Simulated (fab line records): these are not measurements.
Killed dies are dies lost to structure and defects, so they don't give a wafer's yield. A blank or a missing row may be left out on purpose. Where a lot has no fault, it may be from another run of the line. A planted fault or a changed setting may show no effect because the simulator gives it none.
fab line records	flow sky130
record lots=11	wafers=33	lastDay=52
route steps=708 shown CAP2M@603 METAL4@626 PAD_OPEN@708
lots with no fault: from the same line, run without faults
startH: the number of hours between the record's first day and the start of the first shown wafer of the lot	waitH: how many hours have passed since the lot's step before this one	" repeats the value in the row above	L1.1+2: several wafers, shown together as one row	- value missing, or start not given	* or withheld: withheld	< > ~ a bound
route shown NAME@n: NAME is a module with steps in the file, n the number in the route of the first one	usual: average and standard deviation across the fault-free wafers	same: alike in all rows	chamber/n: place in a boat	sites: the reading at each site	_std_site: the standard deviation of these	_edge_site: mean of outer sites minus mean of inner sites	radiusMm: for every site, how far away it sits from the centre of the wafer	mask NAME#n: copy n	behind: tool/chamber where the wafer was last shaped	hold: cause of the lot's hold/its duration in hours/its outcome	device: the transistor (n, p or np) that didn't switch	end of line: the tests these same wafers got at the end of their route	where a step has no rows: the recipe by itself	killed: dies that structure and defects cost at the first sort, which is not the same as the wafer's yield	map: the dies of a wafer, with x for killed, . for not killed, _ for no die there
set.NAME: the run value of the setting; set.NAME@STEP: its run value at that earlier step	model.NAME: the simulator's own value behind a step, which no gauge read
steps of the route over a sample of lots; a table a step, a row a wafer
services: a tool's chamber out of use, with start hour (startH, from the record's first day; less than 0 if before it), hours out, and reason
## steps
# step SKY_CAP2M_CVD_00
# recipe material=SiO2	targetThkNm=15.5	tempC=400	timeS=withheld	rfW=450
# usual heaterPowerW=694/120	susceptorTempC=399.99/0.2
lot.wafer	tool	chamber	startH	waitH	heaterPowerW	susceptorTempC
L649.1	pecvd-01	0	967.83	0.0	782	400.08
L649.4	"	0	"	"	774	399.88
L649.5	"	1	"	"	955	399.61
L652.3	pecvd-01	2	1002.82	0.0	656	399.75
L652.4	"	0	"	"	713	400.26
L652.6	"	0	"	"	706	400.26
L653.4	pecvd-03	0	1008.83	0.0	705	399.64
L653.5	"	2	"	"	721	400.08
L653.6	"	1	"	"	624	399.98
L654.1	pecvd-03	2	1014.36	0.0	754	399.76
L654.3	"	0	"	"	742	399.88
L654.4	"	0	"	"	723	399.91
L656.1	pecvd-04	2	1026.97	0.0	695	399.89
L656.2	"	0	"	"	459	400.31
L656.6	"	2	"	"	670	399.85
L657.1	pecvd-01	1	1029.36	0.0	934	399.85
L657.2	"	0	"	"	755	400.04
L657.5	"	0	"	"	732	399.86
L658.1	pecvd-04	2	1040.86	0.0	686	400.08
L658.5	"	1	"	"	780	399.91
L658.6	"	0	"	"	521	400.05
L659.1	pecvd-01	0	1043.67	0.0	805	399.92
L659.3	"	1	"	"	909	400.23
L659.5	"	2	"	"	526	399.97
L666.1	pecvd-04	0	1095.88	0.0	524	400.30
L666.2	"	1	"	"	804	400.02
L666.5	"	1	"	"	792	399.92
L670.2	pecvd-04	1	1116.60	0.0	800	399.70
L670.3	"	0	"	"	482	399.78
L670.6	"	0	"	"	487	399.98
L672.1	pecvd-04	0	1123.69	0.0	534	399.88
L672.3	"	1	"	"	784	400.02
L672.6	"	2	"	"	553	399.80
# step SKY_CAP2M_THK_MEAS_01
# recipe reads=SiO2_of_CAP2M_CVD_00
# usual CAP2M_CVD_00_THK=15.56/0.21
lot.wafer	tool	chamber	startH	waitH	CAP2M_CVD_00_THK[nm]
L649.1	filmMetro-03	-	967.85	-	15.44
L649.4	"	-	"	"	15.56
L649.5	"	-	"	"	15.63
L652.3	filmMetro-03	-	1002.86	-	15.57
L652.4	"	-	"	"	15.14
L652.6	"	-	"	"	15.49
L653.4	filmMetro-04	-	1008.87	-	15.51
L653.5	"	-	"	"	15.56
L653.6	"	-	"	"	15.70
L654.1	filmMetro-03	-	1014.38	-	15.39
L654.3	"	-	"	"	15.40
L654.4	"	-	"	"	15.51
L656.1	filmMetro-02	-	1026.99	-	15.48
L656.2	"	-	"	"	15.30
L656.6	"	-	"	"	15.32
L657.1	filmMetro-02	-	1029.39	-	15.43
L657.2	"	-	"	"	15.29
L657.5	"	-	"	"	15.45
L658.1	filmMetro-03	-	1040.88	-	15.45
L658.5	"	-	"	"	15.91
L658.6	"	-	"	"	15.64
L659.1	filmMetro-04	-	1043.69	-	15.22
L659.3	"	-	"	"	15.71
L659.5	"	-	"	"	15.73
L666.1	filmMetro-03	-	1095.90	-	15.63
L666.2	"	-	"	"	15.56
L666.5	"	-	"	"	15.43
L670.2	filmMetro-02	-	1116.63	-	15.61
L670.3	"	-	"	"	15.75
L670.6	"	-	"	"	15.91
L672.1	filmMetro-02	-	1123.71	-	15.49
L672.3	"	-	"	"	15.66
L672.6	"	-	"	"	15.79
# step SKY_CAP2M_METAL_ETCH_13
# recipe targetDepthNm=220	stopOn=SiO2	chemistry=Cl2/BCl3	target=TiN	pressureMtorr=10	icpW=900	biasW=48.5	Cl2_flow_sccm=60	bcl3FlowSccm=30	timeS=62.9
# usual drypumpMotorCurrentA=6.0/0.41	mfcCl2Sccm=59.98/0.18	oesProductAu=0.940/0.0066	throttleValvePct=21.903/0.0094
lot.wafer	tool	chamber	startH	waitH	drypumpMotorCurrentA	mfcCl2Sccm	oesProductAu	rfHoursCounterH	throttleValvePct
L649.1	rieMetal-02	1	993.49	0.0	6.1	60.10	0.947	12	21.905
L649.4	"	1	"	"	6.1	59.99	0.937	-	21.899
L649.5	"	0	"	"	5.8	60.12	0.946	-	21.914
L652.3	rieMetal-01	1	1026.61	0.0	6.0	59.79	0.943	-	21.906
L652.4	"	0	"	"	5.2	59.49	0.940	-	21.908
L652.6	"	0	"	"	5.2	59.76	0.936	-	21.908
L653.4	rieMetal-02	0	1032.91	0.0	5.8	59.91	0.944	-	21.914
L653.5	"	0	"	"	5.8	60.18	0.944	-	21.894
L653.6	"	1	"	"	6.1	59.84	0.948	-	21.908
L654.1	rieMetal-03	1	1037.88	0.0	6.6	60.17	0.942	17	21.897
L654.3	"	1	"	"	6.6	60.17	0.932	-	21.911
L654.4	"	0	"	"	5.9	59.86	0.939	-	21.911
L656.1	rieMetal-01	0	1050.68	0.0	5.2	60.24	0.938	15	21.898
L656.2	"	1	"	"	6.1	60.12	0.944	19	21.904
L656.6	"	0	"	"	5.2	59.94	0.945	-	21.907
L657.1	rieMetal-02	0	1052.13	0.0	5.8	60.26	0.931	12	21.896
L657.2	"	1	"	"	6.1	59.88	0.928	15	21.892
L657.5	"	1	"	"	6.1	59.97	0.933	-	21.897
L658.1	rieMetal-02	0	1064.53	0.0	5.8	60.22	0.942	12	21.902
L658.5	"	1	"	"	6.1	60.20	0.942	-	21.906
L658.6	"	0	"	"	5.8	60.16	0.945	-	21.908
L659.1	rieMetal-03	1	1065.78	0.0	6.6	59.98	0.937	19	21.906
L659.3	"	1	"	"	6.6	59.86	0.933	-	21.910
L659.5	"	0	"	"	5.9	59.81	0.942	-	21.900
L666.1	rieMetal-01	0	1117.74	0.0	5.2	59.99	0.945	20	21.904
L666.2	"	1	"	"	6.1	59.97	0.941	23	21.883
L666.5	"	1	"	"	6.1	60.05	0.938	-	21.903
L670.2	rieMetal-01	1	1137.98	0.0	6.0	60.19	0.936	24	21.915
L670.3	"	1	"	"	6.0	59.98	0.941	-	21.914
L670.6	"	0	"	"	5.2	60.17	0.920	-	21.910
L672.1	rieMetal-01	1	1144.68	0.0	6.1	59.99	0.949	25	21.893
L672.3	"	0	"	"	5.2	60.07	0.941	-	21.870
L672.6	"	1	"	"	6.2	59.97	0.955	-	21.905
# step SKY_METAL4_EXPOSE_10
# recipe maskId=MM4	na=0.68	sourceShape=annular	sigmaInner=0.4	sigmaOuter=0.8	targetCdNm=300	doseMj=28
# usual exposureDoseMJCm2=27.99/0.032	stageVelMmS=500.03/0.23
lot.wafer	tool	chamber	startH	waitH	mask	exposureDoseMJCm2	stageVelMmS
L649.1	krfScanner-02	0	1006.15	-	MM4#0	27.95	500.24
L649.4	"	0	"	"	MM4#0	28.02	500.37
L649.5	"	0	"	"	MM4#0	27.97	500.00
L652.3	krfScanner-02	0	1039.34	-	MM4#0	28.02	499.76
L652.4	"	0	"	"	MM4#0	27.95	499.60
L652.6	"	0	"	"	MM4#0	28.02	500.00
L653.4	krfScanner-02	0	1045.95	-	MM4#0	27.97	500.38
L653.5	"	0	"	"	MM4#0	27.96	500.71
L653.6	"	0	"	"	MM4#0	27.95	499.99
L654.1	krfScanner-02	0	1050.75	-	MM4#0	27.95	499.87
L654.3	"	0	"	"	MM4#0	27.98	499.89
L654.4	"	0	"	"	MM4#0	28.00	500.15
L656.1	krfScanner-01	0	1062.52	-	MM4#0	28.04	499.77
L656.2	"	0	"	"	MM4#0	27.99	499.91
L656.6	"	0	"	"	MM4#0	28.00	500.08
L657.1	krfScanner-01	0	1064.10	-	MM4#0	28.01	499.89
L657.2	"	0	"	"	MM4#0	28.03	500.10
L657.5	"	0	"	"	MM4#0	27.98	500.15
L658.1	krfScanner-01	0	1076.80	-	MM4#0	24.98	500.41
L658.5	"	0	"	"	MM4#0	25.02	500.23
L658.6	"	0	"	"	MM4#0	25.01	500.12
L659.1	krfScanner-01	0	1077.95	-	MM4#0	25.07	500.21
L659.3	"	0	"	"	MM4#0	25.03	500.41
L659.5	"	0	"	"	MM4#0	25.05	500.03
L666.1	krfScanner-02	0	1129.05	-	MM4#0	27.96	500.17
L666.2	"	0	"	"	MM4#0	27.91	500.22
L666.5	"	0	"	"	MM4#0	27.95	500.11
L670.2	krfScanner-02	0	1149.29	-	MM4#0	27.96	500.11
L670.3	"	0	"	"	MM4#0	27.96	500.31
L670.6	"	0	"	"	MM4#0	27.97	500.43
L672.1	krfScanner-02	0	1155.77	-	MM4#0	27.98	500.00
L672.3	"	0	"	"	MM4#0	27.94	500.38
L672.6	"	0	"	"	MM4#0	27.95	500.09
# step SKY_METAL4_CD_MEAS_13
# recipe targetCdNm=300
# usual cdNm=299.7/1.5
lot.wafer	tool	chamber	startH	waitH	cdNm
L649.1	cdSem-02	-	1017.79	-	301.2
L649.4	"	-	"	"	299.9
L649.5	"	-	"	"	298.4
L652.3	cdSem-01	-	1051.03	-	299.4
L652.4	"	-	"	"	298.7
L652.6	"	-	"	"	297.7
L653.4	cdSem-02	-	1057.11	-	298.4
L653.5	"	-	"	"	300.2
L653.6	"	-	"	"	300.1
L654.1	cdSem-02	-	1061.59	-	303.0
L654.3	"	-	"	"	302.8
L654.4	"	-	"	"	302.1
L656.1	cdSem-02	-	1074.24	-	300.0
L656.2	"	-	"	"	299.2
L656.6	"	-	"	"	299.3
L657.1	cdSem-01	-	1074.94	-	296.6
L657.2	"	-	"	"	297.4
L657.5	"	-	"	"	297.0
L658.1	cdSem-02	-	1087.55	-	318.9
L658.5	"	-	"	"	318.6
L658.6	"	-	"	"	318.8
L659.1	cdSem-01	-	1089.00	-	318.7
L659.3	"	-	"	"	316.8
L659.5	"	-	"	"	318.9
L666.1	cdSem-02	-	1139.09	-	302.1
L666.2	"	-	"	"	301.6
L666.5	"	-	"	"	300.9
L670.2	cdSem-01	-	1159.06	-	301.0
L670.3	"	-	"	"	300.0
L670.6	"	-	"	"	300.4
L672.1	cdSem-02	-	1165.05	-	301.8
L672.3	"	-	"	"	302.0
L672.6	"	-	"	"	302.8
# step SKY_PAD_OPEN_PROBE_99
# usual defectLimitedYield=82.5/1.9	killed_at_M0_to_M3=44/7.1	killed_at_M4_up=3.3/1.9	killedAtContacts=24/5.3	killedAtFrontEnd=15/4.5	killedAtOther=0.3/0.55	killedDies=86/9.5	killedOpen=46/7.3	killedShort=39/6.4	sort_bin_3_pad_short=0.9/0.43	sort_bin_5_function=10.3/1.4	sort_bin_6_memory=6.3/1	sortNPass=406/9.5	sortYieldPct=82.5/1.9
# same grossDies=492	killedAtBackSide=0	sort_bin_4_leakage[%]=0	sort_bin_8_speed[%]=0
lot.wafer	tool	chamber	startH	waitH	defectLimitedYield[%]	killed_at_M0_to_M3	killed_at_M4_up	killedAtContacts	killedAtFrontEnd	killedAtOther	killedDies	killedOpen	killedShort	sort_bin_3_pad_short[%]	sort_bin_5_function[%]	sort_bin_6_memory[%]	sortNPass	sortYieldPct[%]
L658.1	prober-01	-	1176.21	0.1	83.1	44	3	25	11	0	83	43	39	1.2	9.6	6.1	409	83.1
L659.5	prober-02	-	1178.38	0.2	84.8	38	6	20	11	0	75	39	36	0.4	10.0	4.9	417	84.8
# killed by level:class
L658.1 VIA1:geometricParticle:open=11 METAL1:geometricParticle:short=10 LI_CONTACT:geometricParticle:open=8 VIA3:geometricParticle:open=7 LOCAL_INTERCONNECT:geometricParticle:short=6 POLY_GATE:geometricParticle:open=4 CONTACT:geometricParticle:open=4 METAL2:geometricParticle:short=4
L659.5 VIA1:geometricParticle:open=8 LI_CONTACT:geometricParticle:open=6 CONTACT:geometricParticle:open=6 METAL2:geometricParticle:short=6 METAL1:geometricParticle:short=5 METAL4:geometricParticle:short=5 METAL3:geometricParticle:short=5 VIA2:geometricParticle:open=4
## services
tool	chamber	startH	hours	kind
pecvd-03	2	952.77	7.9	repair
pecvd-03	1	962.27	7.1	repair
krfScanner-02	-	971.06	1.3	pm
pecvd-03	0	976.33	7.3	repair
krfScanner-01	-	990.82	1.3	pm
krfScanner-01	-	999.39	0.3	repair
krfScanner-02	-	1021.82	0.7	repair
krfScanner-01	-	1025.54	0.8	pm
krfScanner-02	-	1059.49	1.0	pm
rieMetal-01	1	1068.93	4.2	repair
krfScanner-02	-	1071.77	1.5	repair
krfScanner-02	-	1076.62	3.6	pm
pecvd-04	-	1077.08	4.7	repair
pecvd-03	-	1078.64	2.3	repair
krfScanner-01	-	1080.18	1.0	pm
rieMetal-03	-	1080.31	14.6	pm
krfScanner-02	-	1088.49	0.8	pm
rieMetal-01	-	1089.03	4.3	pm
rieMetal-01	-	1112.27	0.6	repair
krfScanner-01	-	1116.41	4.4	pm
pecvd-04	0	1124.99	12.2	repair
krfScanner-02	-	1129.32	4.4	pm
krfScanner-02	-	1137.38	0.4	repair
krfScanner-02	-	1146.96	1.3	pm
## key
firstSign step=SKY_METAL4_EXPOSE_10	reading=exposureDoseMJCm2	direction=down	sigmas=91	usual=*	struck=*
effect step=SKY_METAL4_CD_MEAS_13	reading=cdNm	direction=up	sigmas=12	usual=299.7	struck=318.5
metAt SKY_METAL4_EXPOSE_10
struckLots L658,L659
notActingAt SKY_CAP2M_CVD_00,SKY_CAP2M_THK_MEAS_01,SKY_CAP2M_METAL_ETCH_13
onsetBetween 1064.10 1076.80
fault kind=processParameterDrift	tool=krfScanner-01	chamber=-	onsetH=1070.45	steps=SKY_METAL4_EXPOSE_10	channel=doseMj	offset=-2.988	shape=step	actsIn=theseRecipesOnly	stated=28
